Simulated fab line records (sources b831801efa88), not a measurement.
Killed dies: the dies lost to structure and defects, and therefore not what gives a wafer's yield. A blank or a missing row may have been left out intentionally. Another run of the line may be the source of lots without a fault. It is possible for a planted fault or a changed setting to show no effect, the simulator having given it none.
The same fault as seen by 2 desks :: flow sky130 :: each desk holds nothing but its own numbers, with what lay behind them at the end

== TOOL OWNER'S DESK, implanter-03 ==
The tool's own readings at SKY_RES_XHIGH_IMPLANT_07, given as means over the sampled wafers that have a number, one for each lot that went through this tool. Marked OUT: a lot whose mean sits more than 4 standard deviations from the usual mean, which makes it out of limits; the brackets give that distance.
Columns: A = dose ions cm2 at SKY_RES_XHIGH_IMPLANT_07, usual 3.6e+14
lot: L415
first seen here: day 30 08:26
A: 4.0e+14 (+92) OUT

lot: L417
first seen here: day 30 13:29
A: 4.0e+14 (+91) OUT

lot: L428
first seen here: day 34 08:07
A: 3.6e+14
Finding of this desk: L415, L417 out of limits; the first was L415 at day 30 08:26, on dose ions cm2 at SKY_RES_XHIGH_IMPLANT_07. Within limits: L428.

== THE METROLOGY DESK ==
What the gauges read, lot by lot, whatever tool the lot ran on: means of the sampled wafers that have a number. Marked OUT: a lot whose mean sits more than 4 standard deviations from the usual mean, which makes it out of limits; the brackets give that distance.
Columns: A = LDD_HVN_OVL at SKY_LDD_HVN_OVL_MEAS_07, usual -0.2 nm; B = cd nm at SKY_SD_P_CD_MEAS_07, usual 379.6 nm; C = SD_P_OVL at SKY_SD_P_OVL_MEAS_08, usual -0.7 nm; D = RES_XHIGH_TW at SKY_RES_XHIGH_TW_MEAS_09, usual 1639; E = RES_XHIGH_RS at SKY_SD_N_RS_MEAS_18, usual 333.6 ohm/sq
lot: L405
first seen here: day 19 11:43
A: 1.8
B: 378.8
C: -1.9
D: 1650
E: 333.3

lot: L408
first seen here: day 21 00:59
A: -1.2
B: 378.1
C: -0.4
D: 1625
E: 333.9

lot: L411
first seen here: day 22 23:41
A: -0.5
B: 379.9
C: -1.2
D: 1642
E: 334.7

lot: L412
first seen here: day 22 23:59
A: 1.3
B: 379.7
C: -1.3
D: 1622
E: 334.1

lot: L415
first seen here: day 24 04:34
A: -0.2
B: 382.7
C: -0.4
D: 1700 (+4.7) OUT
E: 304.4 (-27) OUT

lot: L417
first seen here: day 24 12:32
A: -0.7
B: 377.1
C: 0.6
D: 1684
E: 304.8 (-26) OUT

lot: L423
first seen here: day 26 23:41
A: -1.6
B: 378.7
C: -0.8
D: 1636
E: 334.2

lot: L424
first seen here: day 27 05:00
A: 1.4
B: 380.0
C: -2.9
D: 1644
E: 334.1

lot: L426
first seen here: day 28 11:50
A: 1.2
B: 378.1
C: -1.1
D: 1666
E: 331.6

lot: L428
first seen here: day 28 13:20
A: -1.6
B: 380.3
C: -0.9
D: 1664
E: 332.0

lot: L427
first seen here: day 28 17:25
A: -2.3
B: 377.1
C: -1.2
D: 1656
E: 333.4
Per this desk, out of limits: L415, L417; the first was L415, day 30 08:40 (RES_XHIGH_TW at SKY_RES_XHIGH_TW_MEAS_09). Within limits: L405, L408, L411, L412, L423, L424, L426, L428, L427.

== ALL TOGETHER ==
The tool owner's desk had the chance to raise an alarm at day 30 08:26 on L415, L417.
Metrology desk: alarm possible at day 30 08:40 on L415, L417.
On implanter-03, each named lot ran SKY_RES_XHIGH_IMPLANT_07.

== WHAT HAD BEEN PUT IN BY THE SIMULATOR ==
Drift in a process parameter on implanter-03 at SKY_RES_XHIGH_IMPLANT_07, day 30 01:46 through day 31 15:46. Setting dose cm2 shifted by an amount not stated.
Shown lots that were struck: L415, L417.
Counting hours from when the fault started, the first reading out of limits came at 7 for the tool owner's desk and at 7 for the metrology desk.
